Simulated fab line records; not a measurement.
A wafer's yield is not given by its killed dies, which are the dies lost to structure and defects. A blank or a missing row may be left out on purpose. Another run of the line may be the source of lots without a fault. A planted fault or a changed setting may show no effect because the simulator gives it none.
fab line records ; flow sky130
[record] lots = 11; wafers = 32; last-day = 50
route steps=708 shown METAL3@533 VIA3@573 PAD_OPEN@708
lots that met no fault: taken from a fault-free run of the same line
start-h: hours from the record's opening day to when the first of the lot's shown wafers began ; wait-h: hours elapsed since this lot's preceding step ; " the same as in the row above ; L1.1+2: a row that stands for several wafers ; - value missing, or start not given ; * or withheld: withheld ; < > ~ a bound
route shown NAME@n: a module of which the file shows steps, and the number in the route of the first ; usual: mean and standard deviation over wafers with no fault ; same: alike in all rows ; chamber/n: place in a boat ; sites: readings site by site ; _std_site: standard deviation across them ; _edge_site: the outer-site mean with the inner-site mean subtracted ; radius-mm: for every site, how far away it sits from the centre of the wafer ; mask NAME#n: copy n ; behind: the last tool/chamber to shape the wafer ; hold: why the lot was held/for how many hours/how that ended ; device: whichever transistor did not switch (one of n, p or np) ; end of line: tests run on the same wafers once the route is complete ; a step without rows: its recipe alone ; killed: not the wafer's yield, but the dies lost to structure and defects at the first sort ; map: shows each die of a wafer: x if killed, . if not, _ if none is there
set.NAME: setting as actually run; set.NAME@STEP: the setting as run at that earlier step ; model.NAME: the simulator's own value behind a step, which no gauge read
a sample of lots followed through the steps of the route, with each step as a table and each wafer as a row
services: when a tool's chamber went out of use (start-h, in hours from the record's first day, below 0 if earlier), for how many hours, and the reason
[[steps]]
[step SKY_METAL3_SPUTTER_01]
[recipe] material = TiN; target-thk-nm = 20; power-w = 6500; time-s = 16.7; chamber-pressure-pa = 0.4
[usual] throttle-valve-pct = 29.8/0.95
lot.wafer;tool;chamber;start-h;wait-h;throttle-valve-pct
L424.1;pvd-sputter-04;-;838.07;0.0;30.4
L424.4;pvd-sputter-04;-;838.07;0.0;28.2
L424.5;pvd-sputter-04;-;838.07;0.0;29.7
L425.2;pvd-sputter-04;-;855.44;0.0;31.7
L425.3;pvd-sputter-04;-;855.44;0.0;28.6
L425.4;pvd-sputter-04;-;855.44;0.0;29.3
L428.1;pvd-sputter-04;-;877.63;0.0;28.4
L428.2;pvd-sputter-04;-;877.63;0.0;30.5
L428.5;pvd-sputter-04;-;877.63;0.0;29.5
L429.1;pvd-sputter-04;-;888.42;0.0;29.4
L429.3;pvd-sputter-04;-;888.42;0.0;28.2
L429.6;pvd-sputter-04;-;888.42;0.0;28.3
L432.1;pvd-sputter-02;-;912.17;0.0;30.1
L432.3;pvd-sputter-02;-;912.17;0.0;28.9
L432.5;pvd-sputter-02;-;912.17;0.0;29.4
L433.2;pvd-sputter-02;-;915.28;0.0;29.4
L433.3;pvd-sputter-02;-;915.28;0.0;30.4
L433.5;pvd-sputter-02;-;915.28;0.0;29.3
L437.2;pvd-sputter-02;-;946.73;0.0;28.7
L437.3;pvd-sputter-02;-;946.73;0.0;29.2
L437.6;pvd-sputter-02;-;946.73;0.0;29.4
L440.5;pvd-sputter-02;-;971.63;0.0;30.4
L440.6;pvd-sputter-02;-;971.63;0.0;29.0
L441.1;pvd-sputter-04;-;977.76;0.0;28.5
L441.5;pvd-sputter-04;-;977.76;0.0;31.6
L441.6;pvd-sputter-04;-;977.76;0.0;29.7
L446.2;pvd-sputter-01;-;1014.68;0.0;27.6
L446.3;pvd-sputter-01;-;1014.68;0.0;29.9
L446.6;pvd-sputter-01;-;1014.68;0.0;30.6
L447.2;pvd-sputter-04;-;1016.91;0.0;29.6
L447.4;pvd-sputter-04;-;1016.91;0.0;30.4
L447.5;pvd-sputter-04;-;1016.91;0.0;30.5
[step SKY_METAL3_ETCH_16]
[recipe] chemistry = N2/H2; target = BARC; ion-energy-ev = 200; bias-w = 100; pressure-mtorr = 30; n2-flow-sccm = 100; h2-flow-sccm = 200; icp-w = 500; stop-on = SiO2; time-s = 88.2; target-depth-a = 600
[usual] drypump-motor-current-A = 6.24/0.13; oes-product-au = 0.625/0.0047; rf-fwd-power-W = 496.2/2; throttle-valve-pct = 13.204/0.0084
lot.wafer;tool;chamber;start-h;wait-h;drypump-motor-current-A;oes-product-au;rf-fwd-power-W;rf-hours-counter-h;throttle-valve-pct
L424.1;rie-metal-04;1;890.88;0.1;6.33;0.628;497.4;3;13.201
L424.4;rie-metal-04;1;890.88;0.1;6.33;0.630;496.6;-;13.199
L424.5;rie-metal-04;1;890.88;0.1;6.33;0.621;493.4;-;13.219
L425.2;rie-metal-02;1;907.12;0.0;6.33;0.625;496.7;11;13.208
L425.3;rie-metal-02;1;907.12;0.0;6.32;0.630;494.4;-;13.204
L425.4;rie-metal-02;0;907.12;0.0;5.91;0.618;496.1;-;13.201
L428.1;rie-metal-04;1;928.96;0.0;6.34;0.621;499.2;5;13.202
L428.2;rie-metal-04;0;928.96;0.0;6.10;0.633;496.2;1;13.217
L428.5;rie-metal-04;1;928.96;0.0;6.31;0.627;498.8;-;13.203
L429.1;rie-metal-01;0;939.28;0.1;6.29;0.641;494.4;16;13.212
L429.3;rie-metal-01;0;939.28;0.1;6.31;0.625;498.1;-;13.192
L429.6;rie-metal-01;0;939.28;0.1;6.28;0.619;496.2;-;13.196
L432.1;rie-metal-01;0;962.70;0.1;6.32;0.618;496.0;18;13.200
L432.3;rie-metal-01;0;962.70;0.1;6.32;0.631;496.4;-;13.214
L432.5;rie-metal-01;0;962.70;0.1;6.31;0.626;493.0;-;13.186
L433.2;rie-metal-01;0;964.14;0.1;6.31;0.624;493.4;-;13.197
L433.3;rie-metal-01;0;964.14;0.1;6.30;0.623;493.8;-;13.188
L433.5;rie-metal-01;0;964.14;0.1;6.27;0.621;493.7;-;13.208
L437.2;rie-metal-04;1;995.27;0.0;6.34;0.629;494.9;9;13.209
L437.3;rie-metal-04;0;995.27;0.0;6.10;0.627;496.8;-;13.188
L437.6;rie-metal-04;0;995.27;0.0;6.11;0.631;498.1;-;13.219
L440.5;rie-metal-01;0;1021.08;0.1;6.30;0.624;494.3;-;13.200
L440.6;rie-metal-01;1;1021.08;0.1;6.28;0.633;496.6;-;13.200
L441.1;rie-metal-04;1;1024.86;0.0;6.35;0.624;497.4;10;13.202
L441.5;rie-metal-04;1;1024.86;0.0;6.34;0.626;496.5;-;13.199
L441.6;rie-metal-04;0;1024.86;0.0;6.11;0.629;497.2;-;13.208
L446.2;rie-metal-04;0;1059.47;0.0;6.10;0.621;496.6;8;13.186
L446.3;rie-metal-04;1;1059.47;0.0;6.35;0.627;494.0;-;13.221
L446.6;rie-metal-04;0;1059.47;0.0;6.10;0.619;495.8;-;13.200
L447.2;rie-metal-01;0;1062.39;0.1;6.31;0.627;493.8;-;13.194
L447.4;rie-metal-01;0;1062.39;0.1;6.26;0.629;496.1;-;13.190
L447.5;rie-metal-01;0;1062.39;0.1;6.26;0.623;490.7;-;13.199
[step SKY_VIA3_HDPCVD_00]
[recipe] material = SiO2; target-thk-nm = 1635; sigma-open-frac = 0.3; time-s = 272.5; temp-c = 400; sih4-flow-sccm = 60; pressure-mtorr = 6
[usual] pressure-mtorr = 5.999/0.013; run-length-s = 300.1/0.54
lot.wafer;tool;chamber;start-h;wait-h;pressure-mtorr;run-length-s
L424.1;hdpcvd-02;1;892.04;0.0;6.002;300.6
L424.4;hdpcvd-02;1;892.04;0.0;6.002;300.6
L424.5;hdpcvd-02;0;892.04;0.0;5.985;300.5
L425.2;hdpcvd-01;1;908.01;0.0;5.997;300.5
L425.3;hdpcvd-01;0;908.01;0.0;6.004;300.3
L425.4;hdpcvd-01;0;908.01;0.0;5.994;299.7
L428.1;hdpcvd-02;0;930.07;0.0;6.025;300.3
L428.2;hdpcvd-02;2;930.07;0.0;5.993;299.8
L428.5;hdpcvd-02;1;930.07;0.0;6.005;300.5
L429.1;hdpcvd-02;0;940.27;0.0;6.010;300.0
L429.3;hdpcvd-02;1;940.27;0.0;5.982;300.4
L429.6;hdpcvd-02;2;940.27;0.0;5.994;299.6
L432.1;hdpcvd-01;0;963.77;0.0;5.996;299.6
L432.3;hdpcvd-01;2;963.77;0.0;5.998;299.5
L432.5;hdpcvd-01;1;963.77;0.0;5.986;300.9
L433.2;hdpcvd-01;1;965.11;0.0;5.971;300.9
L433.3;hdpcvd-01;0;965.11;0.0;6.007;299.6
L433.5;hdpcvd-01;1;965.11;0.0;5.973;300.2
L437.2;hdpcvd-02;0;996.19;0.0;6.006;299.8
L437.3;hdpcvd-02;1;996.19;0.0;6.014;300.4
L437.6;hdpcvd-02;0;996.19;0.0;5.989;300.1
L440.5;hdpcvd-02;0;1021.98;0.1;6.029;299.7
L440.6;hdpcvd-02;2;1021.98;0.1;6.004;290.8
L441.1;hdpcvd-02;2;1025.75;0.0;6.020;290.9
L441.5;hdpcvd-02;2;1025.75;0.0;5.998;299.5
L441.6;hdpcvd-02;1;1025.75;0.0;5.981;291.5
L446.2;hdpcvd-01;0;1060.54;0.0;6.006;299.9
L446.3;hdpcvd-01;2;1060.54;0.0;6.000;299.5
L446.6;hdpcvd-01;0;1060.54;0.0;5.998;300.4
L447.2;hdpcvd-01;0;1063.52;0.0;6.002;299.8
L447.4;hdpcvd-01;0;1063.52;0.0;5.990;300.2
L447.5;hdpcvd-01;1;1063.52;0.0;5.986;300.2
[step SKY_VIA3_THK_MEAS_01]
[recipe] reads = SiO2_of_VIA3_HDPCVD_00
[usual] VIA3_HDPCVD_THK = 1637/14
lot.wafer;tool;chamber;start-h;wait-h;VIA3_HDPCVD_THK[nm]
L424.1;film-metro-04;-;892.21;0.1;1637
L424.4;film-metro-04;-;892.21;0.1;1651
L424.5;film-metro-04;-;892.21;0.1;1639
L425.2;film-metro-02;-;908.19;0.1;1630
L425.3;film-metro-02;-;908.19;0.1;1636
L425.4;film-metro-02;-;908.19;0.1;1614
L428.1;film-metro-01;-;930.24;0.1;1613
L428.2;film-metro-01;-;930.24;0.1;1628
L428.5;film-metro-01;-;930.24;0.1;1615
L429.1;film-metro-01;-;940.44;0.1;1596
L429.3;film-metro-01;-;940.44;0.1;1618
L429.6;film-metro-01;-;940.44;0.1;1623
L432.1;film-metro-01;-;963.94;0.1;1652
L432.3;film-metro-01;-;963.94;0.1;1655
L432.5;film-metro-01;-;963.94;0.1;1620
L433.2;film-metro-04;-;965.28;0.1;1638
L433.3;film-metro-04;-;965.28;0.1;1645
L433.5;film-metro-04;-;965.28;0.1;1644
L437.2;film-metro-02;-;996.37;0.1;1607
L437.3;film-metro-02;-;996.37;0.1;1637
L437.6;film-metro-02;-;996.37;0.1;1625
L440.5;film-metro-01;-;1022.11;0.0;1624
L440.6;film-metro-01;-;1022.11;0.0;1554
L441.1;film-metro-02;-;1025.92;0.1;1580
L441.5;film-metro-02;-;1025.92;0.1;1649
L441.6;film-metro-02;-;1025.92;0.1;1585
L446.2;film-metro-02;-;1060.71;0.1;1642
L446.3;film-metro-02;-;1060.71;0.1;1657
L446.6;film-metro-02;-;1060.71;0.1;1644
L447.2;film-metro-04;-;1063.70;0.1;1640
L447.4;film-metro-04;-;1063.70;0.1;1635
L447.5;film-metro-04;-;1063.70;0.1;1640
[step SKY_VIA3_CMP_02]
[recipe] material = SiO2; down-force-psi = 4; platen-rpm = 60; pad-velocity-m-s = 0.94248
[usual] motor-current-A = 11.1/1.4
lot.wafer;tool;chamber;start-h;wait-h;motor-current-A
L424.4;cmp-02;0;892.32;0.1;12.9
L424.1;cmp-02;2;892.32;0.1;8.4
L424.5;cmp-02;0;892.32;0.1;12.8
L425.2;cmp-02;1;908.24;0.0;12.1
L425.3;cmp-02;2;908.24;0.0;8.4
L425.4;cmp-02;3;908.24;0.0;10.5
L428.1;cmp-01;2;930.30;0.1;9.6
L428.2;cmp-01;1;930.30;0.1;10.9
L428.5;cmp-01;2;930.30;0.1;9.6
L429.3;cmp-01;3;940.50;0.0;12.3
L429.1;cmp-01;1;940.50;0.0;10.8
L429.6;cmp-01;3;940.50;0.0;11.8
L432.1;cmp-02;2;964.10;0.1;8.6
L432.3;cmp-02;3;964.10;0.1;10.8
L432.5;cmp-02;1;964.10;0.1;12.8
L433.3;cmp-02;2;965.33;0.0;8.6
L433.2;cmp-02;0;965.33;0.0;12.2
L433.5;cmp-02;3;965.33;0.0;11.6
L437.3;cmp-01;3;996.52;0.1;12.2
L437.2;cmp-01;0;996.52;0.1;10.7
L437.6;cmp-01;2;996.52;0.1;9.7
L440.5;cmp-02;2;1022.33;0.2;8.3
L440.6;cmp-02;3;1022.33;0.2;11.3
L441.1;cmp-01;2;1026.13;0.2;9.9
L441.6;cmp-01;3;1026.13;0.2;12.1
L441.5;cmp-01;0;1026.13;0.2;11.8
L446.2;cmp-02;0;1060.76;0.0;12.8
L446.3;cmp-02;3;1060.76;0.0;11.4
L446.6;cmp-02;0;1060.76;0.0;12.2
L447.2;cmp-01;1;1063.75;0.0;10.8
L447.4;cmp-01;0;1063.75;0.0;11.8
L447.5;cmp-01;1;1063.75;0.0;10.8
[step SKY_PAD_OPEN_PROBE_99]
[usual] defect-limited-yield = 82.4/1.8; killed_at_M0_to_M3 = 45/6.8; killed_at_M4_up = 3.2/1.6; killed-at-contacts = 24/5.1; killed-at-front-end = 14/4.4; killed-at-other = 0.4/0.65; killed-dies = 87/8.8; killed-open = 47/7.2; killed-short = 39/6.1; sort_bin_3_pad_short = 0.9/0.38; sort_bin_5_function = 10.4/1.5; sort_bin_6_memory = 6.4/1.1; sort-n-pass = 405/8.8; sort-yield-pct = 82.4/1.8
[same] gross-dies = 492; killed-at-back-side = 0; sort_bin_4_leakage[%] = 0; sort_bin_8_speed[%] = 0
lot.wafer;tool;chamber;start-h;wait-h;defect-limited-yield[%];killed_at_M0_to_M3;killed_at_M4_up;killed-at-contacts;killed-at-front-end;killed-at-other;killed-dies;killed-open;killed-short;sort_bin_3_pad_short[%];sort_bin_5_function[%];sort_bin_6_memory[%];sort-n-pass;sort-yield-pct[%]
L428.1;prober-02;-;1099.10;0.1;84.3;44;2;18;13;0;77;41;36;0.6;8.9;6.1;415;84.3
L428.2;prober-02;-;1099.15;0.1;79.9;50;2;35;12;0;99;53;46;0.4;11.2;8.5;393;79.9
L428.5;prober-02;-;1099.30;0.2;85.4;43;2;13;13;1;72;30;42;0.4;9.3;4.9;420;85.4
L440.5;prober-02;-;1170.19;0.2;81.5;52;6;24;8;1;91;50;40;1.4;10.4;6.7;401;81.5
L440.6;prober-02;-;1170.24;0.2;84.1;34;4;21;17;2;78;39;38;0.4;9.6;5.9;414;84.1
L441.1;prober-01;-;1174.47;0.1;81.9;41;5;28;15;0;89;45;44;1.4;10.4;6.3;403;81.9
L441.5;prober-01;-;1174.67;0.2;83.5;46;5;20;10;0;81;40;40;0.6;9.8;6.1;411;83.5
L441.6;prober-01;-;1174.72;0.2;81.3;41;3;26;21;1;92;52;39;0.8;11.4;6.5;400;81.3
// killed by level:class
L428.1 VIA3:geometric-particle:open=8 CONTACT:geometric-particle:open=7 VIA1:geometric-particle:open=7 CONTACT:geometric-particle:short=6 FIELD_ISO:geometric-particle:open=5 METAL2:geometric-particle:short=5 LI_CONTACT:geometric-particle:open=4 METAL1:geometric-particle:short=4
L428.2 CONTACT:geometric-particle:open=15 VIA1:geometric-particle:open=8 METAL2:geometric-particle:short=7 METAL1:geometric-particle:short=7 VIA2:geometric-particle:open=7 LI_CONTACT:geometric-particle:open=6 VIA1:geometric-particle:short=6 VIA3:geometric-particle:open=6
L428.5 METAL1:geometric-particle:short=14 VIA1:geometric-particle:open=8 FIELD_ISO:geometric-particle:short=7 LI_CONTACT:geometric-particle:open=7 FIELD_ISO:geometric-particle:open=4 METAL2:geometric-particle:short=4 VIA3:geometric-particle:open=4 VIA2:geometric-particle:open=3
L440.5 VIA3:geometric-particle:open=10 VIA1:geometric-particle:open=10 LOCAL_INTERCONNECT:geometric-particle:short=9 CONTACT:geometric-particle:open=8 METAL1:geometric-particle:short=8 VIA2:geometric-particle:open=6 METAL1:geometric-particle:open=5 POLY_GATE:geometric-particle:short=4
L440.6 VIA1:geometric-particle:open=10 VIA1:geometric-particle:short=6 LI_CONTACT:geometric-particle:open=6 CONTACT:geometric-particle:open=6 FIELD_ISO:geometric-particle:short=5 LOCAL_INTERCONNECT:geometric-particle:short=5 VIA2:geometric-particle:open=5 FIELD_ISO:geometric-particle:open=3
L441.1 CONTACT:geometric-particle:open=9 VIA2:geometric-particle:open=8 CONTACT:geometric-particle:short=7 LI_CONTACT:geometric-particle:open=7 METAL1:geometric-particle:short=6 VIA3:geometric-particle:short=6 VIA1:geometric-particle:open=5 METAL2:geometric-particle:short=5
L441.5 VIA1:geometric-particle:open=9 LI_CONTACT:geometric-particle:open=8 METAL1:geometric-particle:short=7 VIA2:geometric-particle:open=6 VIA1:geometric-particle:short=6 CONTACT:geometric-particle:open=5 METAL2:geometric-particle:short=5 METAL4:geometric-particle:short=5
L441.6 VIA1:geometric-particle:open=11 LI_CONTACT:geometric-particle:open=10 FIELD_ISO:geometric-particle:short=6 VIA1:geometric-particle:short=6 FIELD_ISO:geometric-particle:open=5 CONTACT:geometric-particle:open=5 CONTACT:geometric-particle:short=5 METAL1:geometric-particle:short=4
[[services]]
tool;chamber;start-h;hours;kind
cmp-02;-;852.34;0.8;repair
rie-metal-01;-;864.28;18.1;repair
cmp-02;-;864.46;4.5;pm
rie-metal-01;1;873.02;81.6;repair
cmp-02;-;876.24;1.0;repair
cmp-02;-;893.70;0.6;repair
cmp-01;-;912.00;4.0;pm
pvd-sputter-01;-;912.02;5.0;repair
rie-metal-04;-;913.56;0.7;repair
hdpcvd-02;0;919.71;6.4;repair
pvd-sputter-04;-;942.86;2.5;repair
hdpcvd-02;-;950.25;15.0;pm
hdpcvd-02;0;950.25;15.0;vent-cycle
rie-metal-02;-;956.76;1.4;pm
pvd-sputter-01;-;962.70;3.1;repair
cmp-02;-;964.60;0.3;repair
rie-metal-02;0;969.84;10.9;repair
cmp-01;-;1026.79;11.4;pm
pvd-sputter-04;-;1036.50;5.6;repair
hdpcvd-02;-;1045.97;0.5;repair
pvd-sputter-01;-;1051.63;1.2;repair
cmp-02;-;1055.84;0.7;repair
rie-metal-01;1;1057.85;5.7;repair
cmp-02;-;1063.06;2.0;repair
[[key]]
[first-sign] step = SKY_VIA3_HDPCVD_00; reading = run-length-s; direction = down; sigmas = 17; usual = *; struck = *
[effect] step = SKY_VIA3_THK_MEAS_01; reading = VIA3_HDPCVD_THK; direction = down; sigmas = 4.5; usual = 1637; struck = 1573
met-at SKY_VIA3_HDPCVD_00
struck-lots L440,L441
struck-wafers L440.6,L441.1,L441.6
not-acting-at SKY_METAL3_SPUTTER_01,SKY_METAL3_ETCH_16,SKY_VIA3_CMP_02
onset-between 996.19 1021.98
[fault] kind = process-parameter-drift; tool = hdpcvd-02; chamber = -; onset-h = 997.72; steps = SKY_VIA3_HDPCVD_00; channel = time-s; offset = *; shape = step; end-h = 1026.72; scope = struck-wafers-only; acts-in = *; stated = *
